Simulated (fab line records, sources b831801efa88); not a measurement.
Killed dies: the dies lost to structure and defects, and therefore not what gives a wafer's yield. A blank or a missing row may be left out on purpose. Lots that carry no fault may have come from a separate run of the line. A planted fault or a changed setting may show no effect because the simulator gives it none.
A struck lot beside a sound one / flow sky130 / 32 out of 708 route steps
Sound: the wafers L172.3, L172.5, L172.6. The struck wafers were L166.1, L166.5, L166.6. The cause comes at the end.
For every step that has rows: the tool of each side, followed by ch and its chambers, followed by its first start. Under that, the readings that differ: sound wafers / struck wafers / difference of the means / sigmas: that difference in standard deviations of wafers without a fault.
alike: a reading whose means differ by less than 2 such deviations, as well as words and numbers matching on both sides. not compared: withheld readings; readings where some wafer has no value; bounds like >300 that might hide an equal value; numbers whose values overlap and for which the record gives no deviation.
A row with sigmas, a row that says differs or no value, or rows on one side alone: a step with any of these is where the two part. Numbers that have no deviation but don't overlap get no sigmas and don't part them. A reading that every wafer of one side lacks parts them only if that side has two wafers or more.

SKY_VIA1_ETCH_15: etches SiO2 in C4F8/O2/Ar, stops on TiN, target depth 351 nm, time 54 s.
  sound on rieDiel-03 ch 2,3, day 38 23:04; struck on rieDiel-01 ch 0,2,3, day 37 08:02
  alike: oesProductAu
  not compared: rfHoursCounterH
then, 6 steps without rows for these wafers: SKY_VIA1_STRIP_16 (strips in O2/N2); SKY_VIA1_STRIP_17 (strips in post etch residue remover, time 1200 s); SKY_VIA1_CLEAN_18 (cleans in IPA, time 180 s); SKY_VIA1_CLEAN_19 (cleans in O3/DIW); SKY_VIA1_SPUTTER_20 (material TiN, target thk 20 nm, time 80 s); SKY_VIA1_CVD_21 (deposits W, target thk 270 nm, time 80.902 s).
SKY_VIA1_RS_MEAS_22: measures by four-point-probe.
  sound on filmMetro-03 at day 38 23:53; struck on filmMetro-02 at day 37 08:50
  alike: VIA1_W_RS
SKY_VIA1_THK_MEAS_23: measures by xrf.
  sound on filmMetro-03 at day 38 23:59; struck on filmMetro-02 at day 37 08:57
  alike: VIA1_W_THK
then, 2 steps without rows for these wafers: SKY_VIA1_CMP_24 (polishes, stops on SiO2, t overpolish 15 s, target thk 0 nm); SKY_METAL2_SPUTTER_00 (material Ti, target thk 15 nm, time 10 s).
SKY_METAL2_SPUTTER_01: material TiN, target thk 20 nm, time 16.7 s.
  sound on pvdSputter-02 at day 39 00:22; struck on pvdSputter-01 at day 37 09:20
  alike: chamberPressurePa, throttleValvePct
SKY_METAL2_SPUTTER_02: material AlCu, target thk 250 nm, time 13.3 s.
  sound on pvdSputter-02 at day 39 00:23; struck on pvdSputter-01 at day 37 09:21
reading=chamberPressurePa (Pa); sound=0.4000 0.3990 0.4007; struck=0.3290 0.3303 0.3298; difference=-0.0702; sigmas=-64
reading=throttleValvePct (%); sound=31.2 31.2 29.8; struck=34.6 31.4 34.7; difference=+2.8; sigmas=+2
reading=model.AlCu_of_METAL2_SPUTTER_02.thkNm (nm); sound=250.2 248.8 248.5; struck=264 263 262.4; difference=+14; sigmas=
SKY_METAL2_SPUTTER_03: material Ti, target thk 5 nm, time 3.3 s.
  sound on pvdSputter-02 at day 39 00:25; struck on pvdSputter-01 at day 37 09:23
  alike: chamberPressurePa, throttleValvePct
then, 1 step without rows for these wafers: SKY_METAL2_SPUTTER_04 (material TiN, target thk 70 nm, time 58.3 s).
SKY_METAL2_RS_MEAS_05: measures by four-point-probe.
  sound on filmMetro-01 at day 39 00:31; struck on filmMetro-04 at day 37 09:27
reading=METAL2_ALCU_RS (ohm/sq); sound=0.1268 0.1271 0.1273; struck=0.1184 0.1190 0.1191; difference=-0.0082; sigmas=-6
SKY_METAL2_THK_MEAS_06: measures by xrf.
  sound on filmMetro-01 at day 39 00:37; struck on filmMetro-04 at day 37 09:34
reading=METAL2_ALCU_THK (nm); sound=250 248 246; struck=261 261 260; difference=+13; sigmas=+4
then, 8 steps without rows for these wafers: SKY_METAL2_DEHYDRATE_07 (time 60 s); SKY_METAL2_HMDS_08 (prime time 60 s); SKY_METAL2_COAT_09 (resist thk 60 nm); SKY_METAL2_COAT_10 (resist thk 458.1 nm); SKY_METAL2_SOFTBAKE_11 (time 90 s); SKY_METAL2_EXPOSE_12 (exposes mask MM2, target cd 140 nm); SKY_METAL2_PEB_13; SKY_METAL2_DEVELOP_14 (develop time 60 s).
SKY_METAL2_CD_MEAS_15 targets a cd of 140 nm.
  sound on cdSem-02 at day 40 00:42; struck on cdSem-01 at day 38 11:24
  alike: cdNm
SKY_METAL2_OVL_MEAS_16:
  sound on overlay-01 at day 40 00:48; struck on overlay-02 at day 38 11:31
  alike: METAL2_OVL
then, 1 step without rows for these wafers: SKY_METAL2_DESCUM_17 (chemistry O2, time 8 s).
SKY_METAL2_ETCH_18: etches BARC in N2/H2, stops on SiO2, time 45.9 s, target depth 60 nm.
  sound on rieMetal-04 ch 0,1, day 40 00:52; struck on rieMetal-04 ch 0,1, day 38 11:35
  alike: drypumpMotorCurrentA, oesProductAu, throttleValvePct
  not compared: rfHoursCounterH
SKY_METAL2_METAL_ETCH_19: etches the open film in Cl2/BCl3, stops on SiO2, target depth 360 nm, time 78 s.
  sound on rieMetal-04 ch 0,1, day 40 00:56; struck on rieMetal-04 ch 0,1, day 38 11:39
reading=model.METAL2.featureDepthNm (nm); sound=360 358.4 357.7; struck=357.6 356.9 356; difference=-1.9; sigmas=
reading=model.etch.depthNm (nm); sound=360 358.4 357.7; struck=357.6 356.9 356; difference=-1.9; sigmas=
  alike: drypumpMotorCurrentA, mfcCl2Sccm, oesProductAu, throttleValvePct
  not compared: rfHoursCounterH
SKY_METAL2_STRIP_20: strips in O2/N2.
  sound on plasmaAsher-03 ch 0,1, day 40 01:02; struck on plasmaAsher-04 ch 0,1, day 38 11:44
  alike: drypumpMotorCurrentA, oesProductAu, stripTimeToEndpointS
  not compared: rfHoursCounterH
-- the record jumps here: 10 days lie between the struck wafers' starts before and after (it left off in module METAL2 and takes up again in module PAD_OPEN, whose first step shown is number 708 of the route) --
SKY_PAD_OPEN_PROBE_99:
  sound on prober-01 at day 49 13:25; struck on prober-01 at day 48 09:28
reading=model.etest.met2.rsOhmSq; sound=0.1273 0.1293 0.1299; struck=0.122 0.1223 0.1222; difference=-0.007; sigmas=
  alike: defectLimitedYield, killed_at_M0_to_M3, killed_at_M4_up, killedAtContacts, killedAtFrontEnd, killedAtOther, killedDies, killedOpen, killedShort, sort_bin_3_pad_short, sort_bin_5_function, sort_bin_6_memory, sortNPass, sortYieldPct
  not compared: model.etest.met2.lineOhmUm

## WHERE THEY PART
At SKY_METAL2_SPUTTER_02 first; at SKY_METAL2_THK_MEAS_06 last (within this record only). Later steps at which nothing parts them and some readings are alike: SKY_METAL2_CD_MEAS_15, SKY_METAL2_OVL_MEAS_16, SKY_METAL2_ETCH_18, SKY_METAL2_METAL_ETCH_19, SKY_METAL2_STRIP_20, SKY_PAD_OPEN_PROBE_99.

WHY: the cause the simulator had injected
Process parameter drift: pvdSputter-01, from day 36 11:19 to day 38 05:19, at SKY_METAL2_SPUTTER_02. A move of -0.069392 in setting chamberPressurePa, from 0.4. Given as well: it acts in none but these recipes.
